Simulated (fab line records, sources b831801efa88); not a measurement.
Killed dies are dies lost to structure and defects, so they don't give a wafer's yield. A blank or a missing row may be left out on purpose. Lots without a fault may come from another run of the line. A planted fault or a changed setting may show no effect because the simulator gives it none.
Chamber matching | flow sky130 | SKY_FIELD_ISO_ETCH_17 on rie_si-02: 4 sister chambers
The step etches Si in HBr/Cl2/O2, target depth 342 nm, time 97.7 s. 14 wafers are shown with their chamber, then 7 later ones without.

WAFERS WITH THEIR CHAMBER
wafer  | chamber | run_length_s (s) | throttle_valve_pct (%) | oes_product_au (a.u.)
L563.3 | 0       | 126.4            | 25.658                 | 0.998
L563.5 | 1       | 126.4            | 25.678                 | 0.976
L563.6 | 0       | 126.1            | 25.651                 | 1.005
L565.1 | 3       | 125.1            | 25.649                 | 0.981
L565.2 | 0       | 126.2            | 25.673                 | 0.988
L565.5 | 2       | 126.1            | 25.658                 | 0.987
L576.1 | 2       | 125.5            | 25.643                 | 1.011
L576.2 | 0       | 126.7            | 25.672                 | 0.997
L576.3 | 3       | 125.6            | 25.652                 | 1.005
L579.1 | 1       | 126.3            | 25.667                 | 0.980
L579.3 | 0       | 126.3            | 25.659                 | 1.006
L579.5 | 1       | 126.5            | 25.666                 | 0.990
L582.1 | 0       | 126.2            | 25.661                 | 0.994
L582.5 | 1       | 125.9            | 25.660                 | 1.002

SIGNATURES (means of the wafers above)
reading            | chamber 0 | chamber 1 | chamber 2 | chamber 3 | scatter within a chamber
run_length_s       | 126.317   | 126.275   | 125.800   | 125.350   | 0.272
throttle_valve_pct | 25.66233  | 25.66775  | 25.65050  | 25.65050  | 0.00808
oes_product_au     | 0.99800   | 0.98700   | 0.99900   | 0.99300   | 0.011
Rule: a wafer's distance from a chamber is the root of the sum, over the readings, of the square of ((its reading less the chamber's mean) divided by the reading's scatter). The wafer belongs to the nearest chamber; if the next one is less than 2 further off, it can't be placed. The scatter: the root of (the sum of the squares of (reading less its chamber's mean) over the shown wafers, divided by (wafers less chambers)).

WAFERS WITHOUT THEIR CHAMBER
wafer  | run_length_s (s) | throttle_valve_pct (%) | oes_product_au (a.u.)
L582.6 | 125.2            | 25.656                 | 1.009
L584.1 | 126.2            | 25.648                 | 1.015
L584.4 | 125.8            | 25.669                 | 1.001
L584.6 | 125.5            | 25.642                 | 1.010
L586.4 | 126.2            | 25.655                 | 0.995
L586.5 | 125.6            | 25.659                 | 0.990
L586.6 | 125.9            | 25.657                 | 0.993

WHICH CHAMBER EACH WENT THROUGH
wafer  | from the rows above               | in truth
L582.6 | can't be placed: 3 or 2           | 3
L584.1 | can't be placed: 2 or 0 or 1 or 3 | 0
L584.4 | can't be placed: 0 or 1 or 2 or 3 | 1
L584.6 | can't be placed: 2 or 3           | 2
L586.4 | can't be placed: 0 or 2 or 1      | 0
L586.5 | can't be placed: 3 or 2 or 1 or 0 | 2
L586.6 | can't be placed: 2 or 0 or 1 or 3 | 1
Placed correctly: 0 of 7. Can't be placed from these rows: 7 (the true chamber is among the candidates in 7). Placed wrongly: 0.
